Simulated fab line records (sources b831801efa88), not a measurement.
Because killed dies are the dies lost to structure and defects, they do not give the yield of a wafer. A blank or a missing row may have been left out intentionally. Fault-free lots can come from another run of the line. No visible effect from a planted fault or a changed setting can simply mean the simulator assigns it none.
Matching of chambers || flow gf180mcu || GF_V2_CMP_26 on cmp-02: 4 sister chambers
The step polishes, stops on SiO2, t overpolish 15 s, target thk 0 nm. 8 wafers are shown with their chamber, then 8 later ones without.

WAFERS WITH THEIR CHAMBER
{"wafer": "L592.4", "chamber": 0, "motor-current-A (A)": 13.3, "retaining-ring-pressure-frac": 1.004}
{"wafer": "L592.5", "chamber": 0, "motor-current-A (A)": 12.8, "retaining-ring-pressure-frac": 1.002}
{"wafer": "L593.2", "chamber": 3, "motor-current-A (A)": 10.1, "retaining-ring-pressure-frac": 0.996}
{"wafer": "L593.4", "chamber": 2, "motor-current-A (A)": 11.4, "retaining-ring-pressure-frac": 0.994}
{"wafer": "L594.1", "chamber": 1, "motor-current-A (A)": 9.7, "retaining-ring-pressure-frac": 1.000}
{"wafer": "L594.2", "chamber": 2, "motor-current-A (A)": 11.0, "retaining-ring-pressure-frac": 0.999}
{"wafer": "L594.3", "chamber": 3, "motor-current-A (A)": 10.5, "retaining-ring-pressure-frac": 0.999}
{"wafer": "L595.1", "chamber": 1, "motor-current-A (A)": 10.0, "retaining-ring-pressure-frac": 1.003}

WAFERS WITH NO CHAMBER GIVEN
{"wafer": "L595.3", "motor-current-A (A)": 11.0, "retaining-ring-pressure-frac": 0.998}
{"wafer": "L595.4", "motor-current-A (A)": 13.0, "retaining-ring-pressure-frac": 0.998}
{"wafer": "L598.4", "motor-current-A (A)": 13.6, "retaining-ring-pressure-frac": 0.999}
{"wafer": "L598.5", "motor-current-A (A)": 11.8, "retaining-ring-pressure-frac": 1.004}
{"wafer": "L598.6", "motor-current-A (A)": 9.9, "retaining-ring-pressure-frac": 1.001}
{"wafer": "L599.2", "motor-current-A (A)": 9.8, "retaining-ring-pressure-frac": 1.010}
{"wafer": "L599.5", "motor-current-A (A)": 11.2, "retaining-ring-pressure-frac": 0.998}
{"wafer": "L599.6", "motor-current-A (A)": 10.8, "retaining-ring-pressure-frac": 1.009}

EACH ONE'S CHAMBER
{"wafer": "L595.3", "from the rows above": "can't be placed: 2 or 3", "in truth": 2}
{"wafer": "L595.4", "from the rows above": 0, "in truth": 0}
{"wafer": "L598.4", "from the rows above": 0, "in truth": 0}
{"wafer": "L598.5", "from the rows above": "can't be placed: 2 or 0", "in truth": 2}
{"wafer": "L598.6", "from the rows above": "can't be placed: 1 or 3", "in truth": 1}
{"wafer": "L599.2", "from the rows above": "can't be placed: 1 or 3", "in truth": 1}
{"wafer": "L599.5", "from the rows above": 2, "in truth": 2}
{"wafer": "L599.6", "from the rows above": "can't be placed: 1 or 3 or 2", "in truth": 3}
Placed correctly: 3 of 8. These rows do not allow placing 5 (true chamber among the candidates in 5). Wrongly placed: 0.
How it was worked out, from the rows above alone: a wafer's distance from a chamber is the root of the sum, over the readings, of the square of ((its reading less the chamber's mean) divided by the reading's scatter). If the next closest chamber is less than 2 further off than the closest, the wafer can't be placed; otherwise it belongs to the closest. The mean given for a chamber averages the wafers shown for that chamber. The scatter: take each reading less its chamber's mean, square it, sum over the shown wafers, divide by the number of wafers less the number of chambers, and take the root.
